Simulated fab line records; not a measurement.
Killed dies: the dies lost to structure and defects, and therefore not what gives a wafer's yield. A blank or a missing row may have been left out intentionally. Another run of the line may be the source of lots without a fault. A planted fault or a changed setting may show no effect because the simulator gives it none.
fab line records + flow gf180mcu
[record]
- lots = 24
- wafers = 72
- lastDay = 34
route steps=602 shown M2@362 V2@397 M3@409 V3@451
lots untouched by any fault: they come from a run of this same line in which no faults occurred
startH: the number of hours between the record's first day and the start of the first shown wafer of the lot + waitH: how many hours have passed since the lot's step before this one + " unchanged from the row above + L1.1+2: a single row standing in for several wafers + - either no value or no given start + * or withheld: withheld + < > ~ a bound
route shown NAME@n: NAME is a module with steps in the file, n the number in the route of the first one + usual: mean/standard deviation of fault-free wafers + same: alike in all rows + chamber/n: place in a boat + sites: per-site readings + _std_site: standard deviation of those values + _edge_site: outer sites' mean less inner sites' + radiusMm: how far each site lies from the wafer's centre + mask NAME#n: copy n + behind: tool/chamber where the wafer was last shaped + hold: the reason the lot was held/the length of the hold in hours/how it ended + device: whichever transistor did not switch (one of n, p or np) + end of line: the same wafers' tests at the end of the route + step lacking rows: just its recipe + killed: the dies lost at the first sort to structure and to defects; this is not the yield of the wafer + map: a wafer's dies, x killed, . not, _ none there
set.NAME: the run value of the setting; set.NAME@STEP: its run value at that earlier step + model.NAME: the simulator's own value behind a step, which no gauge read
the route's steps for a sample of lots (tables are steps, rows are wafers)
services: from which hour (startH, from the record's first day; less than 0 if before it) a tool's chamber was out of use, for how many hours, and why
[[steps]]
[step GF_M2_SPUTTER_00]
[recipe]
- material = Ti
- targetThkNm = 37.5
- arrivingIonEnergyEv = 80
- substrateTempC = 200
- chamberPressurePa = 2
- powerW = 4000
- timeS = 150
[usual]
- throttleValvePct = 30.2/0.99
| lot.wafer | tool          | chamber | startH | waitH | throttleValvePct |
|-----------|---------------|---------|--------|-------|------------------|
| L074.3    | pvdSputter-04 | -       | 408.73 | 0.2   | 29.7             |
| L074.4    | "             | -       | "      | "     | 30.5             |
| L074.6    | "             | -       | "      | "     | 30.3             |
| L075.4    | pvdSputter-02 | -       | 427.92 | 0.2   | 29.2             |
| L075.5    | "             | -       | "      | "     | 30.3             |
| L075.6    | "             | -       | "      | "     | 30.1             |
| L076.1    | pvdSputter-03 | -       | 431.60 | 0.1   | 31.9             |
| L076.2    | "             | -       | "      | "     | 28.4             |
| L076.4    | "             | -       | "      | "     | 30.7             |
| L077.3    | pvdSputter-03 | -       | 444.20 | 0.2   | 28.5             |
| L077.5    | "             | -       | "      | "     | 28.7             |
| L077.6    | "             | -       | "      | "     | 31.7             |
| L078.2    | pvdSputter-04 | -       | 452.31 | 0.1   | 30.7             |
| L078.4    | "             | -       | "      | "     | 29.4             |
| L078.5    | "             | -       | "      | "     | 30.5             |
| L079.1    | pvdSputter-04 | -       | 463.14 | 0.1   | 30.0             |
| L079.2    | "             | -       | "      | "     | 30.5             |
| L079.3    | "             | -       | "      | "     | 30.5             |
| L080.2    | pvdSputter-02 | -       | 469.40 | 0.2   | 30.1             |
| L080.3    | "             | -       | "      | "     | 29.8             |
| L080.4    | "             | -       | "      | "     | 29.3             |
| L081.1    | pvdSputter-03 | -       | 485.52 | 0.2   | 31.7             |
| L081.5    | "             | -       | "      | "     | 30.7             |
| L081.6    | "             | -       | "      | "     | 32.0             |
| L082.2    | pvdSputter-04 | -       | 487.79 | 0.2   | 30.5             |
| L082.3    | "             | -       | "      | "     | 31.7             |
| L082.5    | "             | -       | "      | "     | 29.8             |
| L083.1    | pvdSputter-04 | -       | 496.73 | 0.2   | 30.4             |
| L083.5    | "             | -       | "      | "     | 30.2             |
| L083.6    | "             | -       | "      | "     | 30.2             |
| L084.1    | pvdSputter-02 | -       | 504.78 | 0.1   | 30.4             |
| L084.2    | "             | -       | "      | "     | 30.9             |
| L084.5    | "             | -       | "      | "     | 30.2             |
| L085.3    | pvdSputter-03 | -       | 515.39 | 0.1   | 31.7             |
| L085.4    | "             | -       | "      | "     | 28.8             |
| L085.5    | "             | -       | "      | "     | 30.6             |
| L086.1    | pvdSputter-03 | -       | 525.65 | 0.2   | 31.6             |
| L086.3    | "             | -       | "      | "     | 28.3             |
| L086.6    | "             | -       | "      | "     | 30.7             |
| L087.1    | pvdSputter-02 | -       | 536.68 | 0.2   | 29.3             |
| L087.2    | "             | -       | "      | "     | 30.1             |
| L087.6    | "             | -       | "      | "     | 29.1             |
| L088.1    | pvdSputter-02 | -       | 541.34 | 0.1   | 31.4             |
| L088.2    | "             | -       | "      | "     | 29.6             |
| L088.5    | "             | -       | "      | "     | 31.0             |
| L089.2    | pvdSputter-03 | -       | 544.69 | 0.2   | 31.7             |
| L089.3    | "             | -       | "      | "     | 30.6             |
| L089.5    | "             | -       | "      | "     | 30.8             |
| L090.1    | pvdSputter-03 | -       | 555.62 | 0.1   | 28.5             |
| L090.4    | "             | -       | "      | "     | 30.7             |
| L090.6    | "             | -       | "      | "     | 30.6             |
| L091.1    | pvdSputter-02 | -       | 563.66 | 0.2   | 30.4             |
| L091.4    | "             | -       | "      | "     | 29.2             |
| L091.6    | "             | -       | "      | "     | 29.6             |
| L092.2    | pvdSputter-02 | -       | 573.28 | 0.1   | 29.2             |
| L092.4    | "             | -       | "      | "     | 31.1             |
| L092.6    | "             | -       | "      | "     | 31.3             |
| L093.1    | pvdSputter-02 | -       | 585.14 | 0.2   | 30.1             |
| L093.3    | "             | -       | "      | "     | 29.2             |
| L093.4    | "             | -       | "      | "     | 30.2             |
| L094.1    | pvdSputter-04 | -       | 586.38 | 0.2   | 30.4             |
| L094.2    | "             | -       | "      | "     | 29.8             |
| L094.5    | "             | -       | "      | "     | 29.8             |
| L095.1    | pvdSputter-03 | -       | 591.39 | 0.1   | 31.0             |
| L095.4    | "             | -       | "      | "     | 31.7             |
| L095.5    | "             | -       | "      | "     | 30.7             |
| L096.2    | pvdSputter-02 | -       | 602.51 | 0.1   | 29.7             |
| L096.3    | "             | -       | "      | "     | 31.1             |
| L096.4    | "             | -       | "      | "     | 29.2             |
| L097.2    | pvdSputter-02 | -       | 611.54 | 0.1   | 29.1             |
| L097.4    | "             | -       | "      | "     | 30.1             |
| L097.5    | "             | -       | "      | "     | 30.1             |
[step GF_V2_OVL_MEAS_15]
[usual]
- V2_OVL = 4/6.1
| lot.wafer | tool       | chamber | startH | waitH | V2_OVL[nm] |
|-----------|------------|---------|--------|-------|------------|
| L074.3    | overlay-01 | -       | 458.51 | 0.1   | 14         |
| L074.4    | "          | -       | "      | "     | 6          |
| L074.6    | "          | -       | "      | "     | 8          |
| L075.4    | overlay-01 | -       | 477.81 | 0.1   | 2          |
| L075.5    | "          | -       | "      | "     | 0          |
| L075.6    | "          | -       | "      | "     | 7          |
| L076.1    | overlay-01 | -       | 480.74 | 0.1   | 7          |
| L076.2    | "          | -       | "      | "     | 8          |
| L076.4    | "          | -       | "      | "     | 6          |
| L077.3    | overlay-02 | -       | 494.46 | 0.1   | -5         |
| L077.5    | "          | -       | "      | "     | 2          |
| L077.6    | "          | -       | "      | "     | 2          |
| L078.2    | overlay-02 | -       | 501.69 | 0.1   | 5          |
| L078.4    | "          | -       | "      | "     | 2          |
| L078.5    | "          | -       | "      | "     | 14         |
| L079.1    | overlay-02 | -       | 512.05 | 0.1   | 3          |
| L079.2    | "          | -       | "      | "     | 13         |
| L079.3    | "          | -       | "      | "     | 9          |
| L080.2    | overlay-02 | -       | 517.46 | 0.1   | 2          |
| L080.3    | "          | -       | "      | "     | 11         |
| L080.4    | "          | -       | "      | "     | 0          |
| L081.1    | overlay-02 | -       | 533.65 | 0.1   | 14         |
| L081.5    | "          | -       | "      | "     | 13         |
| L081.6    | "          | -       | "      | "     | 8          |
| L082.2    | overlay-02 | -       | 535.71 | 0.1   | 1          |
| L082.3    | "          | -       | "      | "     | -3         |
| L082.5    | "          | -       | "      | "     | 1          |
| L083.1    | overlay-01 | -       | 545.06 | 0.1   | 6          |
| L083.5    | "          | -       | "      | "     | 0          |
| L083.6    | "          | -       | "      | "     | 2          |
| L084.1    | overlay-02 | -       | 552.25 | 0.1   | 2          |
| L084.2    | "          | -       | "      | "     | 5          |
| L084.5    | "          | -       | "      | "     | 7          |
| L085.3    | overlay-01 | -       | 562.60 | 0.1   | 19         |
| L085.4    | "          | -       | "      | "     | 6          |
| L085.5    | "          | -       | "      | "     | 11         |
| L086.1    | overlay-01 | -       | 572.54 | 0.1   | 20         |
| L086.3    | "          | -       | "      | "     | 21         |
| L086.6    | "          | -       | "      | "     | 7          |
| L087.1    | overlay-02 | -       | 582.19 | 0.1   | 12         |
| L087.2    | "          | -       | "      | "     | 10         |
| L087.6    | "          | -       | "      | "     | 13         |
| L088.1    | overlay-02 | -       | 586.00 | 0.1   | -3         |
| L088.2    | "          | -       | "      | "     | -6         |
| L088.5    | "          | -       | "      | "     | -7         |
| L089.2    | overlay-02 | -       | 590.96 | 0.1   | 6          |
| L089.3    | "          | -       | "      | "     | -1         |
| L089.5    | "          | -       | "      | "     | -1         |
| L090.1    | overlay-01 | -       | 600.74 | 0.1   | -8         |
| L090.4    | "          | -       | "      | "     | 8          |
| L090.6    | "          | -       | "      | "     | 6          |
| L091.1    | overlay-01 | -       | 607.49 | 0.1   | -1         |
| L091.4    | "          | -       | "      | "     | 1          |
| L091.6    | "          | -       | "      | "     | 1          |
| L092.2    | overlay-02 | -       | 617.36 | 0.1   | -1         |
| L092.4    | "          | -       | "      | "     | -3         |
| L092.6    | "          | -       | "      | "     | 2          |
| L093.1    | overlay-02 | -       | 628.69 | 0.1   | 2          |
| L093.3    | "          | -       | "      | "     | 13         |
| L093.4    | "          | -       | "      | "     | 8          |
| L094.1    | overlay-02 | -       | 629.64 | 0.1   | -1         |
| L094.2    | "          | -       | "      | "     | 3          |
| L094.5    | "          | -       | "      | "     | -3         |
| L095.1    | overlay-02 | -       | 633.74 | 0.1   | 0          |
| L095.4    | "          | -       | "      | "     | -1         |
| L095.5    | "          | -       | "      | "     | 2          |
| L096.2    | overlay-01 | -       | 644.66 | 0.1   | 0          |
| L096.3    | "          | -       | "      | "     | -4         |
| L096.4    | "          | -       | "      | "     | 3          |
| L097.2    | overlay-01 | -       | 653.81 | 0.1   | 6          |
| L097.4    | "          | -       | "      | "     | 1          |
| L097.5    | "          | -       | "      | "     | 12         |
[step GF_M3_SPUTTER_00]
[recipe]
- material = Ti
- targetThkNm = 37.5
- arrivingIonEnergyEv = 80
- substrateTempC = 200
- chamberPressurePa = 2
- powerW = 4000
- timeS = 150
[usual]
- throttleValvePct = 30.1/1.1
| lot.wafer | tool          | chamber | startH | waitH | throttleValvePct |
|-----------|---------------|---------|--------|-------|------------------|
| L074.3    | pvdSputter-01 | -       | 460.00 | 0.2   | 28.2             |
| L074.4    | "             | -       | "      | "     | 32.1             |
| L074.6    | "             | -       | "      | "     | 28.5             |
| L075.4    | pvdSputter-01 | -       | 479.18 | 0.2   | 29.3             |
| L075.5    | "             | -       | "      | "     | 29.1             |
| L075.6    | "             | -       | "      | "     | 32.1             |
| L076.1    | pvdSputter-01 | -       | 482.13 | 0.2   | 32.1             |
| L076.2    | "             | -       | "      | "     | 28.3             |
| L076.4    | "             | -       | "      | "     | 29.0             |
| L077.3    | pvdSputter-02 | -       | 495.84 | 0.1   | 31.2             |
| L077.5    | "             | -       | "      | "     | 31.2             |
| L077.6    | "             | -       | "      | "     | 29.9             |
| L078.2    | pvdSputter-04 | -       | 503.08 | 0.1   | 30.3             |
| L078.4    | "             | -       | "      | "     | 31.5             |
| L078.5    | "             | -       | "      | "     | 30.7             |
| L079.1    | pvdSputter-02 | -       | 513.44 | 0.2   | 29.1             |
| L079.2    | "             | -       | "      | "     | 31.2             |
| L079.3    | "             | -       | "      | "     | 29.9             |
| L080.2    | pvdSputter-01 | -       | 518.86 | 0.2   | 29.7             |
| L080.3    | "             | -       | "      | "     | 29.3             |
| L080.4    | "             | -       | "      | "     | 28.6             |
| L081.1    | pvdSputter-04 | -       | 535.06 | 0.1   | 30.6             |
| L081.5    | "             | -       | "      | "     | 30.5             |
| L081.6    | "             | -       | "      | "     | 29.7             |
| L082.2    | pvdSputter-01 | -       | 537.43 | 0.2   | 28.5             |
| L082.3    | "             | -       | "      | "     | 32.0             |
| L082.5    | "             | -       | "      | "     | 28.5             |
| L083.1    | pvdSputter-02 | -       | 546.58 | 0.1   | 30.1             |
| L083.5    | "             | -       | "      | "     | 30.1             |
| L083.6    | "             | -       | "      | "     | 30.2             |
| L084.1    | pvdSputter-04 | -       | 553.68 | 0.1   | 30.5             |
| L084.2    | "             | -       | "      | "     | 29.5             |
| L084.5    | "             | -       | "      | "     | 31.8             |
| L085.3    | pvdSputter-01 | -       | 564.01 | 0.1   | 32.0             |
| L085.4    | "             | -       | "      | "     | 28.5             |
| L085.5    | "             | -       | "      | "     | 28.7             |
| L086.1    | pvdSputter-04 | -       | 573.93 | 0.2   | 30.6             |
| L086.3    | "             | -       | "      | "     | 30.8             |
| L086.6    | "             | -       | "      | "     | 30.5             |
| L087.1    | pvdSputter-02 | -       | 583.58 | 0.2   | 31.2             |
| L087.2    | "             | -       | "      | "     | 30.3             |
| L087.6    | "             | -       | "      | "     | 31.0             |
| L088.1    | pvdSputter-02 | -       | 587.39 | 0.2   | 31.2             |
| L088.2    | "             | -       | "      | "     | 30.5             |
| L088.5    | "             | -       | "      | "     | 29.4             |
| L089.2    | pvdSputter-02 | -       | 592.34 | 0.2   | 29.1             |
| L089.3    | "             | -       | "      | "     | 31.2             |
| L089.5    | "             | -       | "      | "     | 31.1             |
| L090.1    | pvdSputter-04 | -       | 602.17 | 0.1   | 29.5             |
| L090.4    | "             | -       | "      | "     | 31.8             |
| L090.6    | "             | -       | "      | "     | 31.8             |
| L091.1    | pvdSputter-01 | -       | 608.88 | 0.2   | 29.2             |
| L091.4    | "             | -       | "      | "     | 28.5             |
| L091.6    | "             | -       | "      | "     | 29.5             |
| L092.2    | pvdSputter-04 | -       | 618.90 | 0.1   | 31.5             |
| L092.4    | "             | -       | "      | "     | 29.6             |
| L092.6    | "             | -       | "      | "     | 30.3             |
| L093.1    | pvdSputter-02 | -       | 630.09 | 0.2   | 29.2             |
| L093.3    | "             | -       | "      | "     | 31.1             |
| L093.4    | "             | -       | "      | "     | 31.3             |
| L094.1    | pvdSputter-01 | -       | 631.04 | 0.1   | 29.6             |
| L094.2    | "             | -       | "      | "     | 28.1             |
| L094.5    | "             | -       | "      | "     | 29.5             |
| L095.1    | pvdSputter-01 | -       | 635.14 | 0.1   | 32.1             |
| L095.4    | "             | -       | "      | "     | 29.1             |
| L095.5    | "             | -       | "      | "     | 29.4             |
| L096.2    | pvdSputter-04 | -       | 646.11 | 0.1   | 30.5             |
| L096.3    | "             | -       | "      | "     | 31.7             |
| L096.4    | "             | -       | "      | "     | 29.8             |
| L097.2    | pvdSputter-01 | -       | 655.28 | 0.2   | 32.0             |
| L097.4    | "             | -       | "      | "     | 28.6             |
| L097.5    | "             | -       | "      | "     | 28.3             |
[step GF_M3_THK_MEAS_06]
[recipe]
- thkMeasGauge = xrf
- reads = AlCu_of_M3_SPUTTER_02
[usual]
- M3_ALCU_THK = 437/6.2
| lot.wafer | tool         | chamber | startH | waitH | M3_ALCU_THK[nm] |
|-----------|--------------|---------|--------|-------|-----------------|
| L074.3    | filmMetro-03 | -       | 460.36 | 0.1   | 436             |
| L074.4    | "            | -       | "      | "     | 433             |
| L074.6    | "            | -       | "      | "     | 435             |
| L075.4    | filmMetro-03 | -       | 479.55 | 0.1   | 433             |
| L075.5    | "            | -       | "      | "     | 436             |
| L075.6    | "            | -       | "      | "     | 432             |
| L076.1    | filmMetro-01 | -       | 482.47 | 0.1   | 427             |
| L076.2    | "            | -       | "      | "     | 429             |
| L076.4    | "            | -       | "      | "     | 428             |
| L077.3    | filmMetro-01 | -       | 496.20 | 0.1   | 434             |
| L077.5    | "            | -       | "      | "     | 437             |
| L077.6    | "            | -       | "      | "     | 435             |
| L078.2    | filmMetro-03 | -       | 503.43 | 0.1   | 445             |
| L078.4    | "            | -       | "      | "     | 447             |
| L078.5    | "            | -       | "      | "     | 445             |
| L079.1    | filmMetro-03 | -       | 513.78 | 0.1   | 447             |
| L079.2    | "            | -       | "      | "     | 448             |
| L079.3    | "            | -       | "      | "     | 443             |
| L080.2    | filmMetro-01 | -       | 519.21 | 0.1   | 431             |
| L080.3    | "            | -       | "      | "     | 432             |
| L080.4    | "            | -       | "      | "     | 434             |
| L081.1    | filmMetro-01 | -       | 535.40 | 0.1   | 442             |
| L081.5    | "            | -       | "      | "     | 437             |
| L081.6    | "            | -       | "      | "     | 440             |
| L082.2    | filmMetro-01 | -       | 537.79 | 0.1   | 436             |
| L082.3    | "            | -       | "      | "     | 431             |
| L082.5    | "            | -       | "      | "     | 434             |
| L083.1    | filmMetro-03 | -       | 546.92 | 0.1   | 447             |
| L083.5    | "            | -       | "      | "     | 444             |
| L083.6    | "            | -       | "      | "     | 447             |
| L084.1    | filmMetro-01 | -       | 554.02 | 0.1   | 441             |
| L084.2    | "            | -       | "      | "     | 444             |
| L084.5    | "            | -       | "      | "     | 436             |
| L085.3    | filmMetro-03 | -       | 564.37 | 0.1   | 431             |
| L085.4    | "            | -       | "      | "     | 435             |
| L085.5    | "            | -       | "      | "     | 437             |
| L086.1    | filmMetro-03 | -       | 574.27 | 0.1   | 432             |
| L086.3    | "            | -       | "      | "     | 437             |
| L086.6    | "            | -       | "      | "     | 437             |
| L087.1    | filmMetro-04 | -       | 583.92 | 0.1   | 446             |
| L087.2    | "            | -       | "      | "     | 441             |
| L087.6    | "            | -       | "      | "     | 443             |
| L088.1    | filmMetro-03 | -       | 587.73 | 0.1   | 446             |
| L088.2    | "            | -       | "      | "     | 443             |
| L088.5    | "            | -       | "      | "     | 441             |
| L089.2    | filmMetro-03 | -       | 592.69 | 0.1   | 441             |
| L089.3    | "            | -       | "      | "     | 441             |
| L089.5    | "            | -       | "      | "     | 446             |
| L090.1    | filmMetro-01 | -       | 602.51 | 0.1   | 437             |
| L090.4    | "            | -       | "      | "     | 434             |
| L090.6    | "            | -       | "      | "     | 435             |
| L091.1    | filmMetro-01 | -       | 609.22 | 0.1   | 419             |
| L091.4    | "            | -       | "      | "     | 427             |
| L091.6    | "            | -       | "      | "     | 426             |
| L092.2    | filmMetro-01 | -       | 619.25 | 0.1   | 432             |
| L092.4    | "            | -       | "      | "     | 433             |
| L092.6    | "            | -       | "      | "     | 431             |
| L093.1    | filmMetro-03 | -       | 630.43 | 0.1   | 437             |
| L093.3    | "            | -       | "      | "     | 442             |
| L093.4    | "            | -       | "      | "     | 440             |
| L094.1    | filmMetro-04 | -       | 631.38 | 0.1   | 433             |
| L094.2    | "            | -       | "      | "     | 438             |
| L094.5    | "            | -       | "      | "     | 432             |
| L095.1    | filmMetro-04 | -       | 635.49 | 0.1   | 432             |
| L095.4    | "            | -       | "      | "     | 432             |
| L095.5    | "            | -       | "      | "     | 432             |
| L096.2    | filmMetro-04 | -       | 646.46 | 0.1   | 437             |
| L096.3    | "            | -       | "      | "     | 432             |
| L096.4    | "            | -       | "      | "     | 432             |
| L097.2    | filmMetro-03 | -       | 655.63 | 0.1   | 443             |
| L097.4    | "            | -       | "      | "     | 445             |
| L097.5    | "            | -       | "      | "     | 445             |
[step GF_M3_CD_MEAS_14]
[recipe]
- targetCdNm = 280
[usual]
- cdNm = 280.0/1.4
| lot.wafer | tool     | chamber | startH | waitH | cdNm  |
|-----------|----------|---------|--------|-------|-------|
| L074.3    | cdSem-01 | -       | 484.63 | 0.1   | 279.4 |
| L074.4    | "        | -       | "      | "     | 278.0 |
| L074.6    | "        | -       | "      | "     | 279.1 |
| L075.4    | cdSem-01 | -       | 503.25 | 0.1   | 280.5 |
| L075.5    | "        | -       | "      | "     | 279.1 |
| L075.6    | "        | -       | "      | "     | 280.3 |
| L076.1    | cdSem-02 | -       | 506.41 | 0.1   | 280.8 |
| L076.2    | "        | -       | "      | "     | 280.8 |
| L076.4    | "        | -       | "      | "     | 281.0 |
| L077.3    | cdSem-02 | -       | 519.20 | 0.2   | 280.8 |
| L077.5    | "        | -       | "      | "     | 281.9 |
| L077.6    | "        | -       | "      | "     | 280.2 |
| L078.2    | cdSem-01 | -       | 526.59 | 0.1   | 280.1 |
| L078.4    | "        | -       | "      | "     | 279.8 |
| L078.5    | "        | -       | "      | "     | 279.6 |
| L079.1    | cdSem-01 | -       | 536.82 | 0.1   | 279.8 |
| L079.2    | "        | -       | "      | "     | 281.3 |
| L079.3    | "        | -       | "      | "     | 279.7 |
| L080.2    | cdSem-01 | -       | 541.88 | 0.1   | 279.7 |
| L080.3    | "        | -       | "      | "     | 278.9 |
| L080.4    | "        | -       | "      | "     | 279.3 |
| L081.1    | cdSem-01 | -       | 557.52 | 0.1   | 281.9 |
| L081.5    | "        | -       | "      | "     | 280.5 |
| L081.6    | "        | -       | "      | "     | 280.3 |
| L082.2    | cdSem-01 | -       | 560.03 | 0.1   | 278.1 |
| L082.3    | "        | -       | "      | "     | 277.8 |
| L082.5    | "        | -       | "      | "     | 278.8 |
| L083.1    | cdSem-02 | -       | 568.84 | 0.1   | 282.0 |
| L083.5    | "        | -       | "      | "     | 283.3 |
| L083.6    | "        | -       | "      | "     | 282.3 |
| L084.1    | cdSem-01 | -       | 575.39 | 0.1   | 279.4 |
| L084.2    | "        | -       | "      | "     | 279.0 |
| L084.5    | "        | -       | "      | "     | 279.0 |
| L085.3    | cdSem-02 | -       | 585.38 | 0.1   | 277.7 |
| L085.4    | "        | -       | "      | "     | 278.8 |
| L085.5    | "        | -       | "      | "     | 278.4 |
| L086.1    | cdSem-02 | -       | 595.22 | 0.1   | 282.7 |
| L086.3    | "        | -       | "      | "     | 281.7 |
| L086.6    | "        | -       | "      | "     | 281.5 |
| L087.1    | cdSem-02 | -       | 604.77 | 0.1   | 277.6 |
| L087.2    | "        | -       | "      | "     | 278.0 |
| L087.6    | "        | -       | "      | "     | 278.0 |
| L088.1    | cdSem-01 | -       | 608.14 | 0.1   | 279.9 |
| L088.2    | "        | -       | "      | "     | 280.0 |
| L088.5    | "        | -       | "      | "     | 280.5 |
| L089.2    | cdSem-01 | -       | 613.39 | 0.1   | 279.1 |
| L089.3    | "        | -       | "      | "     | 277.7 |
| L089.5    | "        | -       | "      | "     | 279.3 |
| L090.1    | cdSem-01 | -       | 623.51 | 0.1   | 278.8 |
| L090.4    | "        | -       | "      | "     | 281.0 |
| L090.6    | "        | -       | "      | "     | 280.6 |
| L091.1    | cdSem-01 | -       | 629.87 | 0.1   | 281.1 |
| L091.4    | "        | -       | "      | "     | 280.7 |
| L091.6    | "        | -       | "      | "     | 280.9 |
| L092.2    | cdSem-02 | -       | 639.54 | 0.1   | 279.9 |
| L092.4    | "        | -       | "      | "     | 280.4 |
| L092.6    | "        | -       | "      | "     | 280.7 |
| L093.1    | cdSem-01 | -       | 650.33 | 0.2   | 278.6 |
| L093.3    | "        | -       | "      | "     | 279.4 |
| L093.4    | "        | -       | "      | "     | 277.9 |
| L094.1    | cdSem-02 | -       | 651.64 | 0.1   | 281.7 |
| L094.2    | "        | -       | "      | "     | 281.4 |
| L094.5    | "        | -       | "      | "     | 280.8 |
| L095.1    | cdSem-01 | -       | 654.76 | 0.1   | 279.0 |
| L095.4    | "        | -       | "      | "     | 278.0 |
| L095.5    | "        | -       | "      | "     | 277.9 |
| L096.2    | cdSem-02 | -       | 665.66 | 0.1   | 282.1 |
| L096.3    | "        | -       | "      | "     | 281.6 |
| L096.4    | "        | -       | "      | "     | 282.1 |
| L097.2    | cdSem-02 | -       | 675.18 | 0.1   | 280.6 |
| L097.4    | "        | -       | "      | "     | 281.4 |
| L097.5    | "        | -       | "      | "     | 281.6 |
[step GF_V3_SPUTTER_22]
[recipe]
- material = TiN
- targetThkNm = 10
- chamberPressurePa = 5
- powerW = 4000
- timeS = 40
[usual]
- throttleValvePct = 29.9/1.3
| lot.wafer | tool          | chamber | startH | waitH | throttleValvePct |
|-----------|---------------|---------|--------|-------|------------------|
| L074.3    | pvdSputter-01 | -       | 510.15 | 0.0   | 29.2             |
| L074.4    | "             | -       | "      | "     | 32.1             |
| L074.6    | "             | -       | "      | "     | 29.1             |
| L075.4    | pvdSputter-03 | -       | 528.92 | 0.0   | 29.0             |
| L075.5    | "             | -       | "      | "     | 31.6             |
| L075.6    | "             | -       | "      | "     | 30.9             |
| L076.1    | pvdSputter-03 | -       | 532.05 | 0.0   | 28.7             |
| L076.2    | "             | -       | "      | "     | 28.4             |
| L076.4    | "             | -       | "      | "     | 31.7             |
| L077.3    | pvdSputter-02 | -       | 544.40 | 0.0   | 31.3             |
| L077.5    | "             | -       | "      | "     | 30.2             |
| L077.6    | "             | -       | "      | "     | 30.0             |
| L078.2    | pvdSputter-01 | -       | 551.40 | 0.0   | 28.6             |
| L078.4    | "             | -       | "      | "     | 29.4             |
| L078.5    | "             | -       | "      | "     | 29.1             |
| L079.1    | pvdSputter-03 | -       | 562.17 | 0.0   | 31.8             |
| L079.2    | "             | -       | "      | "     | 31.1             |
| L079.3    | "             | -       | "      | "     | 28.9             |
| L080.2    | pvdSputter-03 | -       | 566.61 | 0.0   | 28.7             |
| L080.3    | "             | -       | "      | "     | 28.2             |
| L080.4    | "             | -       | "      | "     | 30.7             |
| L081.1    | pvdSputter-01 | -       | 582.00 | 0.0   | 28.1             |
| L081.5    | "             | -       | "      | "     | 28.7             |
| L081.6    | "             | -       | "      | "     | 32.1             |
| L082.2    | pvdSputter-01 | -       | 583.56 | 0.0   | 29.3             |
| L082.3    | "             | -       | "      | "     | 31.8             |
| L082.5    | "             | -       | "      | "     | 32.2             |
| L083.1    | pvdSputter-03 | -       | 592.72 | 0.0   | 30.6             |
| L083.5    | "             | -       | "      | "     | 28.8             |
| L083.6    | "             | -       | "      | "     | 31.3             |
| L084.1    | pvdSputter-01 | -       | 598.85 | 0.0   | 29.4             |
| L084.2    | "             | -       | "      | "     | 28.5             |
| L084.5    | "             | -       | "      | "     | 29.2             |
| L085.3    | pvdSputter-02 | -       | 608.49 | 0.0   | 30.0             |
| L085.4    | "             | -       | "      | "     | 29.4             |
| L085.5    | "             | -       | "      | "     | 30.1             |
| L086.1    | pvdSputter-01 | -       | 618.32 | 0.0   | 32.0             |
| L086.3    | "             | -       | "      | "     | 29.0             |
| L086.6    | "             | -       | "      | "     | 28.5             |
| L087.1    | pvdSputter-01 | -       | 628.78 | 0.0   | 29.4             |
| L087.2    | "             | -       | "      | "     | 28.5             |
| L087.6    | "             | -       | "      | "     | 32.2             |
| L088.1    | pvdSputter-02 | -       | 631.22 | 0.0   | 30.3             |
| L088.2    | "             | -       | "      | "     | 31.5             |
| L088.5    | "             | -       | "      | "     | 29.0             |
| L089.2    | pvdSputter-03 | -       | 635.40 | 0.0   | 31.7             |
| L089.3    | "             | -       | "      | "     | 28.8             |
| L089.5    | "             | -       | "      | "     | 28.1             |
| L090.1    | pvdSputter-03 | -       | 645.07 | 0.0   | 31.7             |
| L090.4    | "             | -       | "      | "     | 30.9             |
| L090.6    | "             | -       | "      | "     | 31.7             |
| L091.1    | pvdSputter-01 | -       | 651.91 | 0.0   | 32.1             |
| L091.4    | "             | -       | "      | "     | 29.1             |
| L091.6    | "             | -       | "      | "     | 29.3             |
| L092.2    | pvdSputter-03 | -       | 661.44 | 0.0   | 28.3             |
| L092.4    | "             | -       | "      | "     | 31.7             |
| L092.6    | "             | -       | "      | "     | 28.7             |
| L093.1    | pvdSputter-01 | -       | 671.98 | 0.0   | 29.2             |
| L093.3    | "             | -       | "      | "     | 29.2             |
| L093.4    | "             | -       | "      | "     | 28.7             |
| L094.1    | pvdSputter-03 | -       | 674.12 | 0.0   | 28.8             |
| L094.2    | "             | -       | "      | "     | 30.6             |
| L094.5    | "             | -       | "      | "     | 31.7             |
| L095.1    | pvdSputter-01 | -       | 677.08 | 0.0   | 28.6             |
| L095.4    | "             | -       | "      | "     | 32.0             |
| L095.5    | "             | -       | "      | "     | 28.6             |
| L096.2    | pvdSputter-03 | -       | 688.09 | 0.0   | 31.9             |
| L096.3    | "             | -       | "      | "     | 28.4             |
| L096.4    | "             | -       | "      | "     | 29.0             |
| L097.2    | pvdSputter-01 | -       | 696.37 | 0.0   | 29.2             |
| L097.4    | "             | -       | "      | "     | 32.0             |
| L097.5    | "             | -       | "      | "     | 29.7             |
[[services]]
| tool          | chamber | startH | hours | kind                  |
|---------------|---------|--------|-------|-----------------------|
| pvdSputter-02 | 3       | 425.70 | -     | consumableReplace:kit |
| pvdSputter-02 | 3       | 425.70 | 18.0  | scheduledDown         |
| pvdSputter-02 | 3       | 425.70 | 18.0  | ventCycle             |
| pvdSputter-04 | -       | 440.63 | 11.4  | repair                |
| pvdSputter-04 | -       | 473.87 | 0.5   | repair                |
| pvdSputter-03 | 3       | 504.29 | -     | consumableReplace:kit |
| pvdSputter-03 | 3       | 504.29 | 18.0  | scheduledDown         |
| pvdSputter-03 | 3       | 504.29 | 18.0  | ventCycle             |
| pvdSputter-03 | -       | 510.18 | 4.8   | repair                |
| pvdSputter-03 | -       | 510.98 | 2.2   | repair                |
| pvdSputter-04 | 0       | 522.74 | -     | consumableReplace:kit |
| pvdSputter-04 | 0       | 522.74 | 18.0  | scheduledDown         |
| pvdSputter-04 | 0       | 522.74 | 18.0  | ventCycle             |
| pvdSputter-04 | -       | 581.81 | 2.1   | repair                |
| pvdSputter-03 | -       | 596.07 | 11.2  | repair                |
| pvdSputter-02 | 2       | 628.34 | -     | consumableReplace:kit |
| pvdSputter-02 | 2       | 628.34 | 18.0  | scheduledDown         |
| pvdSputter-02 | 2       | 628.34 | 18.0  | ventCycle             |
| pvdSputter-01 | -       | 643.68 | 2.7   | repair                |
| pvdSputter-01 | 1       | 675.77 | -     | consumableReplace:kit |
| pvdSputter-01 | 1       | 675.77 | 18.0  | scheduledDown         |
| pvdSputter-01 | 1       | 675.77 | 18.0  | ventCycle             |
| pvdSputter-04 | -       | 683.55 | 1.5   | repair                |
[[key]]
fault none
